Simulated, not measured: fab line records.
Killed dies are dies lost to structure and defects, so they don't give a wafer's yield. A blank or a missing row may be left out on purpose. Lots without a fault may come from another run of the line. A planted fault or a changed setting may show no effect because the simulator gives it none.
Problem report in the 8D (eight disciplines) form, filled by code	flow sky130	the parts of the form that need people (team, actions taken, sign-off) are left out

1. WHAT WENT WRONG
Wafers free of any fault read 1645 (standard deviation 11) for RES_XHIGH_TW at SKY_RES_XHIGH_TW_MEAS_09, against a mean of 30 on 6 wafers of 2 lots. So: -99 or more standard deviations from the usual mean.
Earliest sighting: wafer L830.2 on filmMetro-04 at day 32 18:41. At this step, 42 wafers from 14 lots have a number in the record. The rule behind "out" and "out of limits": a value lying over 4 standard deviations away from the usual mean. All remaining wafers that have a number are taken as sound.

2. WHAT IT IS, WHAT IT ISN'T
question	is	is not
which readings at this step	RES_XHIGH_TW	-
which lots	L830, L831	L813, L814, L815, L817, L820, L821, L822, L823, L824, L833, L834, L835
which wafers of those lots	all that have a number	-
read on which gauges	filmMetro-03, filmMetro-04	filmMetro-01
when	from day 32 18:41	up to then (27 sound wafers); but 9 sound wafers of L833, L834, L835 came after

3. WHAT RULES OUT EACH SUSPECT
Counting: any tool at a process step up to the reading is kept as a suspect provided that every lot that is out went through it and no sound lot did after the first of them.
- the gauge at SKY_RES_XHIGH_TW_MEAS_09 is ruled out. 2 gauges (filmMetro-03, filmMetro-04) read the wafers that are out.
- lithoTrack-01 at SKY_RES_XHIGH_DEVELOP_06 (develop time 60 s): ruled out as a lasting fault. The sound lots L835 went through it after L830, its earliest lot that is out (day 32 18:17).
Left after counting: nothing in the record.

4. THE CAUSE (what the simulator had put in)
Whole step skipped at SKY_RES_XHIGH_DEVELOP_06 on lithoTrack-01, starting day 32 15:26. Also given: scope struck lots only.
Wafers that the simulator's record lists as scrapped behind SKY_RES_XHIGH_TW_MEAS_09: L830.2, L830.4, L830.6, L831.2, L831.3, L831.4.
It was ruled out by counting, in error; the rule expects a fault to strike all lots run on its tool from its start on, and this fault did not.

5. THE EFFECT CHAIN, in route order
Each row: a reading whose mean over the struck wafers that have a number lies more than 3 standard deviations from the usual. Only readings whose record carries a usual standard deviation are examined. hours: median over the lots of the time between each lot's start at the first step of this table that gives one and its start at this step. sigmas: the change, counted in usual standard deviations.
hours	step	reading	usual	on struck wafers	change	sigmas
0	SKY_RES_XHIGH_TW_MEAS_09	RES_XHIGH_TW	1645	30	-1615	-99 or more
Readings that are blank on the struck wafers while sound wafers have them: chillPlateTempC at SKY_RES_XHIGH_DEVELOP_06.

6. WHAT WOULD HAVE CAUGHT IT SOONER
3 hours passed between the start of the fault at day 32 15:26 and the first reading out of limits at a measuring or inspecting step in this record, taken at day 32 18:41.
At SKY_RES_XHIGH_DEVELOP_06 the tool's readings are blank on the struck wafers, where sound wafers have them: an empty tool record is the first sign, and it was there at once.
